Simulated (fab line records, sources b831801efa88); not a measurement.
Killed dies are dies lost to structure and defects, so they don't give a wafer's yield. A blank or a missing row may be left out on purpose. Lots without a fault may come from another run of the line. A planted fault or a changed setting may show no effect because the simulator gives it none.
A struck lot beside a sound one | flow sky130 | 31 steps out of a route of 708
Sound: wafers L595.1, L595.4, L595.5. Struck: wafers L599.4, L599.5, L599.6. The cause comes at the end.
At each step with rows: each side's tool, then ch and its chambers, then its first start. Under that, the readings that differ: sound wafers | struck wafers | difference of the means | sigmas: that difference in standard deviations of wafers without a fault.
alike: readings whose means differ by less than 2 such deviations, and words and numbers that are the same on both sides. not compared: withheld readings, readings that some wafer has no value for, bounds like >300 that may hide the same value, and numbers for which the record gives no deviation and whose values overlap.
The two part at a step that has a row with sigmas, a row that says differs or no value, or rows on one side only. Numbers that don't overlap but have no deviation are shown without sigmas and don't part them. A reading that every wafer of one side lacks parts them only if that side has two wafers or more.

SKY_LI_CONTACT_OVL_MEAS_13:
  sound on overlay-02, day 33 05:49; struck on overlay-01, day 34 08:58
  alike: LI_CONTACT_OVL
then, 2 steps without rows for these wafers: SKY_LI_CONTACT_ETCH_14 (etches BARC in N2/H2, stops on SiO2, time 45.9 s, target depth 60 nm); SKY_LI_CONTACT_ETCH_15 (etches PSG in C4F8/O2/Ar, stops on Si, target depth 600 nm).
SKY_LI_CONTACT_STRIP_16: strips in O2/N2.
  sound on plasma_asher-02 ch 0,1, day 33 05:59; struck on plasma_asher-02 ch 0,1, day 34 09:08
  reading                      | sound          | struck         | difference | sigmas
  strip_time_to_endpoint_s (s) | 3.45 3.46 3.44 | 3.53 3.57 3.52 | +0.09      | +3
  alike: drypump_motor_current_A, n2_flow_sccm, oes_product_au
  not compared: rf_hours_counter_h
then, 4 steps without rows for these wafers: SKY_LI_CONTACT_CLEAN_17 (cleans in NMP, time 600 s); SKY_LI_CONTACT_PRE_CLEAN_18 (time 5.6 s); SKY_LI_CONTACT_SPUTTER_19 (material Ti, target thk 20 nm, time 106.37 s); SKY_LI_CONTACT_SPUTTER_20 (material TiN, target thk 20 nm, time 80 s).
SKY_LI_CONTACT_CVD_21: deposits W, target thk 400 nm, time 120.56 s.
  sound on cvd_w-01 ch 0,1, day 33 06:25; struck on cvd_w-02 ch 0,1, day 34 09:35
  reading            | sound       | struck      | difference | sigmas
  heater_power_w (W) | 847 830 837 | 940 902 906 | +78        | +2
SKY_LI_CONTACT_RS_MEAS_22: measures by four-point-probe.
  sound on film_metro-01, day 33 06:32; struck on film_metro-02, day 34 09:44
  alike: LI_CONTACT_W_RS
SKY_LI_CONTACT_THK_MEAS_23: measures by xrf.
  sound on film_metro-01, day 33 06:39; struck on film_metro-02, day 34 09:49
  alike: LI_CONTACT_W_THK
SKY_LI_CONTACT_CMP_24: polishes, stops on PSG, t overpolish 20 s, target thk 0 nm.
  sound on cmp-01 ch 0,1, day 33 06:46; struck on cmp-02 ch 1,2, day 34 09:54
  alike: motor_current_A, overpolish_run_s, time_to_endpoint_s
SKY_LOCAL_INTERCONNECT_SPUTTER_00: material TiN, target thk 100 nm, time 83.3 s.
  sound on pvd_sputter-03, day 33 07:04; struck on pvd_sputter-03, day 34 10:09
  reading                                                | sound             | struck            | difference | sigmas
  model.TiN_of_LOCAL_INTERCONNECT_SPUTTER_00.thk_nm (nm) | 99.75 100.6 98.15 | 87.01 87.28 89.11 | -11.70     |
  alike: throttle_valve_pct
SKY_LOCAL_INTERCONNECT_RS_MEAS_01: measures by four-point-probe.
  sound on film_metro-02, day 33 07:07; struck on film_metro-02, day 34 10:17
  reading                            | sound             | struck            | difference | sigmas
  LOCAL_INTERCONNECT_TIN_RS (ohm/sq) | 14.18 14.04 14.39 | 16.32 16.30 15.89 | +1.97      | +10
SKY_LOCAL_INTERCONNECT_THK_MEAS_02: measures by xrf.
  sound on film_metro-02, day 33 07:14; struck on film_metro-02, day 34 10:22
  reading                         | sound          | struck         | difference | sigmas
  LOCAL_INTERCONNECT_TIN_THK (nm) | 97.6 98.5 96.1 | 85.1 85.4 86.8 | -11.6      | -9
then, 8 steps without rows for these wafers: SKY_LOCAL_INTERCONNECT_DEHYDRATE_03 (time 60 s); SKY_LOCAL_INTERCONNECT_HMDS_04 (prime time 60 s); SKY_LOCAL_INTERCONNECT_COAT_05 (resist thk 60 nm); SKY_LOCAL_INTERCONNECT_COAT_06 (resist thk 450 nm); SKY_LOCAL_INTERCONNECT_SOFTBAKE_07 (time 90 s); SKY_LOCAL_INTERCONNECT_EXPOSE_08 (exposes mask LI1M, target cd 170 nm); SKY_LOCAL_INTERCONNECT_PEB_09; SKY_LOCAL_INTERCONNECT_DEVELOP_10 (develop time 60 s).
SKY_LOCAL_INTERCONNECT_CD_MEAS_11: target cd 170 nm.
  sound on cd_sem-01, day 34 09:34; struck on cd_sem-02, day 35 13:13
  alike: cd_nm
SKY_LOCAL_INTERCONNECT_OVL_MEAS_12:
  sound on overlay-02, day 34 09:41; struck on overlay-02, day 35 13:18
  reading                     | sound  | struck  | difference | sigmas
  LOCAL_INTERCONNECT_OVL (nm) | 9 9 12 | -6 -6 1 | -14        | -2
SKY_LOCAL_INTERCONNECT_ETCH_13: etches BARC in N2/H2, stops on SiO2, time 45.9 s, target depth 60 nm.
  sound on rie_metal-03 ch 0,1, day 34 09:43; struck on rie_metal-02 ch 0,1, day 35 13:20
  alike: drypump_motor_current_A, h2_flow_sccm, he_backside_leak_sccm, n2_flow_sccm, oes_product_au, throttle_valve_pct
  not compared: rf_hours_counter_h
SKY_LOCAL_INTERCONNECT_METAL_ETCH_14: etches TiN in Cl2/BCl3, stops on PSG, target depth 110 nm, time 31.4 s.
  sound on rie_metal-03 ch 0,1, day 34 09:47; struck on rie_metal-02 ch 0,1, day 35 13:24
  reading                | sound                | struck               | difference | sigmas
  oes_product_au (a.u.)  | 0.938 0.941 0.929    | 0.868 0.869 0.884    | -0.062     | -8
  throttle_valve_pct (%) | 21.897 21.895 21.903 | 21.953 21.945 21.937 | +0.047     | +4
  alike: drypump_motor_current_A, he_backside_leak_sccm
  not compared: rf_hours_counter_h
SKY_LOCAL_INTERCONNECT_STRIP_15: strips in O2/N2.
  sound on plasma_asher-01 ch 1, day 34 09:50; struck on plasma_asher-03 ch 0,1, day 35 13:28
  alike: drypump_motor_current_A, n2_flow_sccm, oes_product_au, strip_time_to_endpoint_s
  not compared: rf_hours_counter_h
SKY_LOCAL_INTERCONNECT_STRIP_16: strips in post etch residue remover, time 1200 s.
  sound on wet_bench-03 ch 3, day 34 09:56; struck on wet_bench-04 ch 2, day 35 13:32
  reading                                                | sound             | struck            | difference | sigmas
  model.TiN_of_LOCAL_INTERCONNECT_SPUTTER_00.thk_nm (nm) | 99.33 100.2 97.73 | 86.59 86.87 88.69 | -11.70     |
then, 1 step without rows for these wafers: SKY_LOCAL_INTERCONNECT_CLEAN_17 (cleans in IPA, time 180 s).
-- the record jumps here: 14 days lie between the struck wafers' starts before and after (it left off in module LOCAL_INTERCONNECT and takes up again in module PAD_OPEN, whose first step shown is number 708 of the route) --
SKY_PAD_OPEN_PROBE_99:
  sound on prober-01, day 49 02:03; struck on prober-01, day 49 23:25
  reading                        | sound             | struck            | difference | sigmas
  killed_at_other                | 0 0 0             | 1 1 2             | +1         | +3
  model.etest.res_li.line_ohm_um | 75.43 75.05 76.1  | 85.27 85.09 84.35 | +9.38      |
  model.etest.res_li.rs_ohm_sq   | 12.81 12.69 13.03 | 14.64 14.6 14.42  | +1.71      |
  alike: killed_at_M0_to_M3, killed_at_M4_up, killed_at_contacts, killed_at_front_end, killed_dies, killed_open, killed_short
  not compared: model.etest.mcon_chain.rc_ohm

WHERE THEY PART
First at SKY_LI_CONTACT_STRIP_16; last, within this record, at SKY_PAD_OPEN_PROBE_99.

WHY: what the simulator had put in
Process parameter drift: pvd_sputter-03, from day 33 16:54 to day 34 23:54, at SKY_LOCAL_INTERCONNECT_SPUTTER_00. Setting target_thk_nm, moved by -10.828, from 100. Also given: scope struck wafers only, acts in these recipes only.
